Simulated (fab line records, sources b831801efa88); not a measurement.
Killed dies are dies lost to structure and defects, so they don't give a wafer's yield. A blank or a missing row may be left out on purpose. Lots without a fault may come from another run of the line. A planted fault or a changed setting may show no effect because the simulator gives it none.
fab line records | flow sky130
record lots=6 wafers=18 last_day=50
route steps=708 shown RES_XHIGH@339 SD_N@342 SD_P@359 PAD_OPEN@708
lots that met no fault: from a run of the same line without faults
start_h: hours from the record's first day to the start of the lot's first wafer shown | wait_h: hours since the lot's step before | " the same as in the row above | L1.1+2: a row that stands for several wafers | - no value, or no start given | * or withheld: withheld | < > ~ a bound
route shown NAME@n: a module of which the file shows steps, and the number in the route of the first | usual: mean/standard deviation of fault-free wafers | same: alike in all rows | chamber/n: place in a boat | sites: the reading at each site | _std_site: their standard deviation | _edge_site: outer sites' mean less inner sites' | radius_mm: how far each site lies from the wafer's centre | mask NAME#n: copy n | behind: the tool/chamber that last shaped the wafer | hold: why the lot was held/for how many hours/how that ended | device: the transistor (n, p or np) that didn't switch | end of line: the same wafers' tests at the end of the route | a step without rows: its recipe alone | killed: dies lost to structure and defects at the first sort, not the wafer's yield | map: a wafer's dies, x killed, . not, _ none there
set.NAME: the setting as run; set.NAME@STEP: as run at that earlier step | model.NAME: the simulator's own value behind a step, which no gauge read
lots at some steps of the route; a table a step, a row a wafer
services: from which hour (start_h, from the record's first day; less than 0 if before it) a tool's chamber was out of use, for how many hours, and why
## steps
# step SKY_RES_XHIGH_IMPLANT_07
# recipe species=BF2 energy_kev=20 dose_cm2=3.6e+14 tilt_deg=0
# step SKY_RES_XHIGH_STRIP_08
# recipe chemistry=O2/N2 power_w=1400 pressure_mtorr=1500 platen_temp_c=withheld o2_flow_sccm=3000 n2_flow_sccm=300 overash_fraction=0.5
# usual chamber_pressure_mTorr=1499.9/1.2 drypump_motor_current_A=5.6/0.59 oes_product_au=0.711/0.0042 strip_time_to_endpoint_s=14.26/0.037
# columns lot.wafer tool chamber start_h wait_h chamber_pressure_mTorr drypump_motor_current_A oes_product_au rf_hours_counter_h strip_time_to_endpoint_s
L852.1 plasma_asher-03 0 657.18 0.1 1500.7 4.9 0.711 52 14.29
L852.2 " 1 " " 1499.4 6.3 0.716 52 14.27
L852.3 " 0 " " 1499.4 4.9 0.714 - 14.29
L856.1 plasma_asher-01 0 678.06 0.1 1500.4 6.4 0.709 99 14.29
L856.3 " 0 " " 1503.1 6.4 0.711 - 14.27
L856.4 " 1 " " 1500.9 5.7 0.713 - 14.26
L868.2 plasma_asher-01 1 761.98 0.1 1499.1 5.6 0.709 2 14.24
L868.3 " 1 " " 1500.7 5.6 0.711 - 14.25
L868.4 " 0 " " 1501.1 6.4 0.706 - 14.22
L869.1 plasma_asher-01 0 773.96 0.1 1500.5 6.4 0.712 3 14.19
L869.4 " 1 " " 1500.6 5.6 0.717 - 14.23
L869.5 " 1 " " 1499.8 5.6 0.702 - 14.23
L872.1 plasma_asher-01 1 796.98 0.1 1498.9 5.6 0.718 5 14.21
L872.2 " 0 " " 1501.5 6.4 0.712 5 14.20
L872.6 " 1 " " 1498.8 5.7 0.707 - 14.23
L873.2 plasma_asher-02 0 800.04 0.1 1499.3 4.9 0.706 36 14.24
L873.4 " 0 " " 1500.0 4.9 0.715 - 14.25
L873.6 " 1 " " 1497.4 5.4 0.715 - 14.26
# step SKY_RES_XHIGH_TW_MEAS_09
# usual RES_XHIGH_TW=1644/7.9
# columns lot.wafer tool chamber start_h wait_h RES_XHIGH_TW
L852.1 film_metro-01 - 657.28 0.1 1629
L852.2 " - " " 1638
L852.3 " - " " 1632
L856.1 film_metro-02 - 678.16 0.1 1639
L856.3 " - " " 1643
L856.4 " - " " 1646
L868.2 film_metro-01 - 762.09 0.1 1659
L868.3 " - " " 1656
L868.4 " - " " 1660
L869.1 film_metro-02 - 774.06 0.1 1636
L869.4 " - " " 1648
L869.5 " - " " 1646
L872.1 film_metro-03 - 797.08 0.1 1643
L872.2 " - " " 1637
L872.6 " - " " 1642
L873.2 film_metro-02 - 800.15 0.1 1642
L873.4 " - " " 1640
L873.6 " - " " 1644
# step SKY_SD_N_DEHYDRATE_00
# recipe temp_c=200 time_s=60
# step SKY_SD_N_HMDS_01
# recipe prime_time_s=60 prime_temp_c=120
# step SKY_SD_N_COAT_02
# recipe resist=NOVOLAK spin_rpm=3000 resist_thk_nm=1140
# step SKY_SD_N_SOFTBAKE_03
# recipe temp_c=90 time_s=60 resist=NOVOLAK
# step SKY_SD_N_EXPOSE_04
# recipe mask_id=NSDM na=0.6 source_shape=conventional sigma_outer=0.6 polarization=unpolarized target_cd_nm=380 dose_mj=141
# step SKY_SD_N_PEB_05
# recipe temp_c=withheld time_s=* resist=NOVOLAK
# step SKY_SD_N_DEVELOP_06
# recipe resist=NOVOLAK developer=TMAH develop_time_s=60 dev_temp_c=23
# step SKY_SD_N_CD_MEAS_07
# recipe target_cd_nm=380
# usual cd_nm=380.8/2.1
# columns lot.wafer tool chamber start_h wait_h cd_nm
L852.1 cd_sem-02 - 685.46 0.1 380.4
L852.2 " - " " 381.7
L852.3 " - " " 379.0
L856.1 cd_sem-01 - 705.66 0.1 381.8
L856.3 " - " " 380.9
L856.4 " - " " 382.3
L868.2 cd_sem-02 - 788.58 0.1 382.5
L868.3 " - " " 379.2
L868.4 " - " " 380.3
L869.1 cd_sem-01 - 800.38 0.1 380.5
L869.4 " - " " 379.8
L869.5 " - " " 381.8
L872.1 cd_sem-01 - 822.76 0.1 386.3
L872.2 " - " " 384.3
L872.6 " - " " 382.4
L873.2 cd_sem-01 - 825.88 0.1 379.9
L873.4 " - " " 380.0
L873.6 " - " " 380.1
# step SKY_SD_N_OVL_MEAS_08
# usual SD_N_OVL=-0.3/1.3
# columns lot.wafer tool chamber start_h wait_h SD_N_OVL[nm]
L852.1 overlay-02 - 685.58 0.1 0.6
L852.2 " - " " -1.1
L852.3 " - " " 0.7
L856.1 overlay-01 - 705.78 0.1 0.0
L856.3 " - " " -0.9
L856.4 " - " " -0.9
L868.2 overlay-01 - 788.69 0.1 -0.5
L868.3 " - " " 0.9
L868.4 " - " " -1.7
L869.1 overlay-02 - 800.50 0.1 1.8
L869.4 " - " " 1.9
L869.5 " - " " 0.9
L872.1 overlay-01 - 822.88 0.1 -0.3
L872.2 " - " " -2.3
L872.6 " - " " -1.7
L873.2 overlay-02 - 825.99 0.1 -2.8
L873.4 " - " " -1.2
L873.6 " - " " -0.4
# step SKY_SD_N_IMPLANT_09
# recipe species=As energy_kev=50 dose_cm2=4e+15 tilt_deg=0
# columns lot.wafer tool chamber start_h wait_h
L852.1+2+3 implanter-03 0 685.62 0.0
L856.1+3+4 implanter-03 0 705.82 0.0
L868.2+3+4 implanter-03 0 788.74 0.0
L869.1+4+5 implanter-03 0 800.54 0.0
L872.1+2+6 implanter-02 0 822.92 0.0
L873.2+4+6 implanter-02 0 826.05 0.0
# step SKY_SD_N_IMPLANT_10
# recipe species=P energy_kev=20 dose_cm2=1e+14 tilt_deg=0
# step SKY_SD_N_STRIP_11
# recipe chemistry=O2/N2 power_w=1400 pressure_mtorr=1500 platen_temp_c=withheld o2_flow_sccm=3000 n2_flow_sccm=300 overash_fraction=0.5
# usual chamber_pressure_mTorr=1500.1/1.2 drypump_motor_current_A=5.8/0.54 oes_product_au=0.527/0.0049 strip_time_to_endpoint_s=22.56/0.041
# columns lot.wafer tool chamber start_h wait_h chamber_pressure_mTorr drypump_motor_current_A oes_product_au rf_hours_counter_h strip_time_to_endpoint_s
L852.1 plasma_asher-04 0 685.92 0.1 1501.5 5.8 0.531 87 22.55
L852.2 " 1 " " 1500.1 6.0 0.528 87 22.58
L852.3 " 0 " " 1500.8 5.7 0.539 - 22.60
L856.1 plasma_asher-03 1 706.12 0.1 1502.4 6.3 0.524 56 22.54
L856.3 " 0 " " 1501.4 4.9 0.517 - 22.58
L856.4 " 1 " " 1499.8 6.3 0.530 - 22.56
L868.2 plasma_asher-04 1 789.02 0.1 1496.3 6.0 0.522 97 22.46
L868.3 " 1 " " 1499.6 6.0 0.526 - 22.45
L868.4 " 0 " " 1499.8 5.8 0.529 - 22.46
L869.1 plasma_asher-04 1 800.84 0.1 1501.4 6.0 0.532 98 22.37
L869.4 " 0 " " 1500.9 5.8 0.532 - 22.37
L869.5 " 1 " " 1500.0 6.0 0.527 - 22.38
L872.1 plasma_asher-03 1 823.22 0.1 1501.9 6.3 0.531 68 22.49
L872.2 " 0 " " 1500.2 4.9 0.517 68 22.53
L872.6 " 1 " " 1500.9 6.3 0.522 - 22.55
L873.2 plasma_asher-03 1 826.32 0.1 1499.1 6.3 0.524 69 22.60
L873.4 " 1 " " 1498.0 6.4 0.526 - 22.63
L873.6 " 0 " " 1497.9 4.9 0.525 - 22.64
# step SKY_SD_N_TW_MEAS_12
# usual SD_N_TW=3997/23
# columns lot.wafer tool chamber start_h wait_h SD_N_TW
L852.1 film_metro-03 - 686.02 0.1 3972
L852.2 " - " " 3961
L852.3 " - " " 3957
L856.1 film_metro-02 - 706.22 0.1 4013
L856.3 " - " " 4004
L856.4 " - " " 4015
L868.2 film_metro-02 - 789.13 0.1 4020
L868.3 " - " " 3990
L868.4 " - " " 4000
L869.1 film_metro-01 - 800.94 0.1 4008
L869.4 " - " " 4019
L869.5 " - " " 3992
L872.1 film_metro-01 - 823.32 0.1 4009
L872.2 " - " " 4019
L872.6 " - " " 4019
L873.2 film_metro-02 - 826.43 0.1 3986
L873.4 " - " " 3985
L873.6 " - " " 3970
# step SKY_SD_N_CLEAN_13
# recipe chemistry=SC1/SC2 mix=1:4:20 temp_c=70 time_s=150 dry=n2_spin
# step SKY_SD_N_RTA_14
# recipe temp_c=1075 time_s=2 idle_temp_c=650 ramp_up_c_per_s=150 ramp_down_c_per_s=90 ambient=N2
# usual lamp_power_pct=15.73/0.053 wafer_temp_C_max=1078.0/1.5
# columns lot.wafer tool chamber start_h wait_h lamp_power_pct wafer_temp_C_max
L852.1 rtp_anneal-01 0 686.13 0.0 15.67 1079.9
L852.2 " 0 " " 15.73 1076.9
L852.3 " 0 " " 15.76 1077.8
L856.1 rtp_anneal-01 0 706.33 0.0 15.71 1077.5
L856.3 " 0 " " 15.62 1077.7
L856.4 " 0 " " 15.70 1079.6
L868.2 rtp_anneal-01 0 789.24 0.0 15.75 1075.2
L868.3 " 0 " " 15.73 1077.4
L868.4 " 0 " " 15.77 1078.6
L869.1 rtp_anneal-02 0 801.05 0.0 15.70 1075.4
L869.4 " 0 " " 15.64 1077.0
L869.5 " 0 " " 15.72 1079.0
L872.1 rtp_anneal-01 0 823.43 0.0 15.72 1076.6
L872.2 " 0 " " 15.71 1079.9
L872.6 " 0 " " 15.77 1077.0
L873.2 rtp_anneal-02 0 826.54 0.0 15.68 1077.5
L873.4 " 0 " " 15.74 1078.4
L873.6 " 0 " " 15.69 1078.6
# step SKY_SD_N_RS_MEAS_16
# recipe thk_meas_gauge=four-point-probe
# usual SD_N_RS=68.61/0.12
# columns lot.wafer tool chamber start_h wait_h SD_N_RS[ohm/sq]
L852.1 film_metro-03 - 686.30 0.1 68.61
L852.2 " - " " 68.53
L852.3 " - " " 68.48
L856.1 film_metro-03 - 706.50 0.1 68.53
L856.3 " - " " 68.59
L856.4 " - " " 68.55
L868.2 film_metro-02 - 789.43 0.1 69.01
L868.3 " - " " 69.04
L868.4 " - " " 69.17
L869.1 film_metro-03 - 801.22 0.1 68.92
L869.4 " - " " 69.00
L869.5 " - " " 69.01
L872.1 film_metro-02 - 823.66 0.1 68.53
L872.2 " - " " 68.61
L872.6 " - " " 68.64
L873.2 film_metro-03 - 826.72 0.1 68.41
L873.4 " - " " 68.47
L873.6 " - " " 68.53
# step SKY_SD_N_RS_MEAS_17
# recipe thk_meas_gauge=four-point-probe
# usual SD_P_RS=147.1/0.39
# columns lot.wafer tool chamber start_h wait_h SD_P_RS[ohm/sq]
L852.1 film_metro-03 - 686.42 0.1 147.6
L852.2 " - " " 146.7
L852.3 " - " " 147.0
L856.1 film_metro-03 - 706.62 0.1 147.2
L856.3 " - " " 147.0
L856.4 " - " " 146.9
L868.2 film_metro-02 - 789.55 0.1 146.7
L868.3 " - " " 146.8
L868.4 " - " " 147.4
L869.1 film_metro-03 - 801.34 0.1 146.8
L869.4 " - " " 147.0
L869.5 " - " " 146.8
L872.1 film_metro-02 - 823.78 0.1 146.9
L872.2 " - " " 147.3
L872.6 " - " " 147.3
L873.2 film_metro-03 - 826.84 0.1 146.8
L873.4 " - " " 146.2
L873.6 " - " " 146.4
# step SKY_PAD_OPEN_PROBE_99
# usual killed_at_M0_to_M3=43/7 killed_at_M4_up=3.1/1.9 killed_at_contacts=25/6.1 killed_at_front_end=15/4.5 killed_at_other=0.3/0.55 killed_dies=87/8.9 killed_on_rim=17/4 killed_open=47/6.4 killed_short=40/6.6
# same gross_dies=492 killed_at_back_side=0
# columns lot.wafer tool chamber start_h wait_h killed_at_M0_to_M3 killed_at_M4_up killed_at_contacts killed_at_front_end killed_at_other killed_dies killed_on_rim killed_open killed_short model.etest.res_ndiff_hv.rs_ohm_sq model.etest.res_ndiff.rs_ohm_sq model.etest.res_ndiff.rs_ohm_sq_range
L852.1 prober-01 - 1109.12 0.1 49 2 25 10 0 86 13 41 45 116.1 121.3 3.488
L852.2 prober-01 - 1109.17 0.1 39 5 27 12 0 83 14 47 35 115.5 120.8 4.363
L852.3 prober-01 - 1109.22 0.2 40 4 35 13 0 92 19 47 44 115 119.8 4.516
L856.1 prober-02 - 1121.72 0.1 42 4 21 22 0 89 19 47 42 114.4 119.5 3.808
L856.3 prober-02 - 1121.82 0.2 45 4 31 22 1 103 28 60 43 114.2 118.5 3.694
L856.4 prober-02 - 1121.87 0.2 43 5 31 14 1 94 14 48 46 113.5 119.3 3.154
L868.2 prober-01 - 1178.44 0.1 32 2 28 20 0 82 17 53 29 116.8 121 4.514
L868.3 prober-01 - 1178.49 0.2 45 3 37 11 0 96 18 61 33 116.4 122.8 5.76
L868.4 prober-01 - 1178.54 0.2 33 4 28 15 0 80 15 41 36 115.6 120.8 3.474
L869.1 prober-01 - 1185.26 0.1 53 1 21 18 0 93 16 50 43 117.4 123.8 3.914
L869.4 prober-01 - 1185.41 0.2 47 0 27 20 1 95 23 47 48 117.7 123.5 4.137
L869.5 prober-01 - 1185.46 0.2 48 3 22 11 0 84 17 43 41 117.7 124 5.664
L872.1 prober-01 - 1198.71 0.1 38 2 23 16 0 79 13 38 41 113.3 119 2.453
L872.2 prober-01 - 1198.76 0.1 48 1 23 9 0 81 15 47 34 113 121.1 3.918
L872.6 prober-01 - 1198.96 0.2 53 8 26 20 0 107 18 53 54 113.6 120 5.534
L873.2 prober-01 - 1204.32 0.1 48 3 29 12 1 93 18 43 50 113.6 119.6 3.641
L873.4 prober-01 - 1204.42 0.2 42 1 25 23 0 91 11 49 42 114 120.5 3.223
L873.6 prober-01 - 1204.52 0.2 45 2 28 18 0 93 22 55 38 113.4 121.1 3.267
# killed by level:class
L852.1 CONTACT:geometric_particle:open=9 VIA1:geometric_particle:open=9 METAL3:geometric_particle:short=7 LI_CONTACT:geometric_particle:short=6 METAL2:geometric_particle:short=6 FIELD_ISO:geometric_particle:open=5 METAL1:geometric_particle:short=5 VIA2:geometric_particle:open=5
L852.2 LI_CONTACT:geometric_particle:open=12 VIA1:geometric_particle:open=8 CONTACT:geometric_particle:open=7 VIA1:geometric_particle:short=7 VIA2:geometric_particle:open=6 VIA3:geometric_particle:open=5 METAL2:geometric_particle:short=4 FIELD_ISO:geometric_particle:short=3
L852.3 CONTACT:geometric_particle:open=12 LI_CONTACT:geometric_particle:open=11 VIA3:geometric_particle:open=9 METAL1:geometric_particle:short=7 CONTACT:geometric_particle:short=5 METAL2:geometric_particle:short=5 VIA1:geometric_particle:open=5 POLY_GATE:geometric_particle:short=4
L856.1 CONTACT:geometric_particle:open=12 FIELD_ISO:geometric_particle:short=9 METAL1:geometric_particle:short=8 FIELD_ISO:geometric_particle:open=7 VIA2:geometric_particle:open=6 VIA1:geometric_particle:short=6 VIA1:geometric_particle:open=6 VIA3:geometric_particle:open=4
L856.3 LI_CONTACT:geometric_particle:open=13 CONTACT:geometric_particle:open=10 VIA1:geometric_particle:open=9 FIELD_ISO:geometric_particle:short=7 CONTACT:geometric_particle:short=6 METAL1:geometric_particle:short=6 POLY_GATE:geometric_particle:open=5 METAL2:geometric_particle:open=5
L856.4 LI_CONTACT:geometric_particle:open=9 VIA2:geometric_particle:open=9 LOCAL_INTERCONNECT:geometric_particle:short=8 FIELD_ISO:geometric_particle:short=6 VIA1:geometric_particle:open=6 CONTACT:geometric_particle:open=6 METAL1:geometric_particle:short=6 VIA1:geometric_particle:short=4
L868.2 CONTACT:geometric_particle:open=16 FIELD_ISO:geometric_particle:open=8 VIA1:geometric_particle:open=8 VIA1:geometric_particle:short=5 FIELD_ISO:geometric_particle:short=4 METAL2:geometric_particle:short=4 POLY_GATE:geometric_particle:open=4 VIA3:geometric_particle:open=4
L868.3 CONTACT:geometric_particle:open=17 VIA1:geometric_particle:open=11 VIA2:geometric_particle:open=10 VIA3:geometric_particle:open=8 LOCAL_INTERCONNECT:geometric_particle:short=7 METAL2:geometric_particle:short=7 LI_CONTACT:geometric_particle:open=6 VIA1:geometric_particle:short=4
L868.4 CONTACT:geometric_particle:open=13 VIA1:geometric_particle:open=7 METAL1:geometric_particle:short=6 LI_CONTACT:geometric_particle:open=6 CONTACT:geometric_particle:short=6 VIA3:geometric_particle:open=6 FIELD_ISO:geometric_particle:short=5 METAL2:geometric_particle:short=5
L869.1 VIA3:geometric_particle:open=13 CONTACT:geometric_particle:open=10 METAL2:geometric_particle:short=10 VIA1:geometric_particle:open=7 VIA2:geometric_particle:open=7 FIELD_ISO:geometric_particle:short=6 LI_CONTACT:geometric_particle:open=5 POLY_GATE:geometric_particle:short=4
L869.4 VIA1:geometric_particle:open=13 CONTACT:geometric_particle:open=8 POLY_GATE:geometric_particle:open=6 LOCAL_INTERCONNECT:geometric_particle:short=6 VIA3:geometric_particle:open=6 METAL1:geometric_particle:short=6 METAL2:geometric_particle:short=6 VIA1:geometric_particle:short=5
L869.5 CONTACT:geometric_particle:open=11 VIA1:geometric_particle:open=10 VIA3:geometric_particle:open=9 VIA2:geometric_particle:open=6 METAL1:geometric_particle:short=6 POLY_GATE:geometric_particle:short=5 METAL2:geometric_particle:short=5 VIA1:geometric_particle:short=4
L872.1 CONTACT:geometric_particle:open=9 VIA1:geometric_particle:open=9 METAL2:geometric_particle:short=8 FIELD_ISO:geometric_particle:short=6 LOCAL_INTERCONNECT:geometric_particle:short=5 METAL1:geometric_particle:short=5 POLY_GATE:geometric_particle:short=4 LI_CONTACT:geometric_particle:open=4
L872.2 VIA3:geometric_particle:open=10 VIA1:geometric_particle:open=9 CONTACT:geometric_particle:short=6 METAL2:geometric_particle:short=6 FIELD_ISO:geometric_particle:open=5 CONTACT:geometric_particle:open=5 VIA2:geometric_particle:short=5 VIA3:geometric_particle:short=5
L872.6 VIA1:geometric_particle:open=14 LI_CONTACT:geometric_particle:open=7 CONTACT:geometric_particle:open=7 METAL2:geometric_particle:short=7 FIELD_ISO:geometric_particle:short=6 VIA1:geometric_particle:short=6 METAL4:geometric_particle:short=6 VIA2:geometric_particle:short=6
L873.2 VIA1:geometric_particle:open=11 VIA1:geometric_particle:short=10 CONTACT:geometric_particle:open=9 LI_CONTACT:geometric_particle:open=7 LI_CONTACT:geometric_particle:short=6 CONTACT:geometric_particle:short=6 METAL2:geometric_particle:short=6 FIELD_ISO:geometric_particle:short=5
L873.4 VIA1:geometric_particle:open=10 FIELD_ISO:geometric_particle:open=8 LI_CONTACT:geometric_particle:open=7 METAL1:geometric_particle:short=7 POLY_GATE:geometric_particle:open=6 CONTACT:geometric_particle:open=6 LOCAL_INTERCONNECT:geometric_particle:short=6 POLY_GATE:geometric_particle:short=4
L873.6 CONTACT:geometric_particle:open=16 VIA1:geometric_particle:open=9 VIA2:geometric_particle:open=8 VIA3:geometric_particle:open=7 POLY_GATE:geometric_particle:short=6 FIELD_ISO:geometric_particle:short=5 METAL1:geometric_particle:short=5 LI_CONTACT:geometric_particle:open=5
## services
# columns tool chamber start_h hours kind
implanter-02 - 674.84 3.0 repair
plasma_asher-01 - 733.75 9.0 pm
plasma_asher-01 0 733.75 9.0 vent_cycle
plasma_asher-01 1 733.75 9.0 vent_cycle
plasma_asher-01 0 742.75 - clean
plasma_asher-01 1 742.75 - clean
implanter-02 - 762.55 5.2 pm
implanter-03 - 785.79 1.7 repair
plasma_asher-03 - 799.25 2.8 pm
plasma_asher-04 - 813.30 14.6 pm
## key
first_sign step=SKY_SD_N_STRIP_11 reading=strip_time_to_endpoint_s direction=down sigmas=3.6 usual=* struck=*
effect step=SKY_SD_N_RS_MEAS_16 reading=SD_N_RS direction=up sigmas=3.6 usual=68.61 struck=69.02
model_effect step=SKY_PAD_OPEN_PROBE_99 value=etest.res_ndiff_hv.rs_ohm_sq without=114.1 struck=116.9
met_at SKY_SD_N_IMPLANT_09
struck_wafers L868.2,L868.3,L868.4,L869.1,L869.4,L869.5
tester_left_out L868,L869
onset_between 705.82 788.74
also_fits SKY_SD_N_STRIP_11:plasma_asher-04
fault kind=process_parameter_drift tool=implanter-03 chamber=- onset_h=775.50 steps=SKY_SD_N_IMPLANT_09 channel=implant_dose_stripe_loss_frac offset=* shape=step end_h=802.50
# tester_left_out: of these lots the tester's yield and bins aren't shown, on N5 and GAA mostly nor the transistor test; their killed dies are dies lost to structure and defects alone, not to doping, threshold or leakage, so they don't give the yield
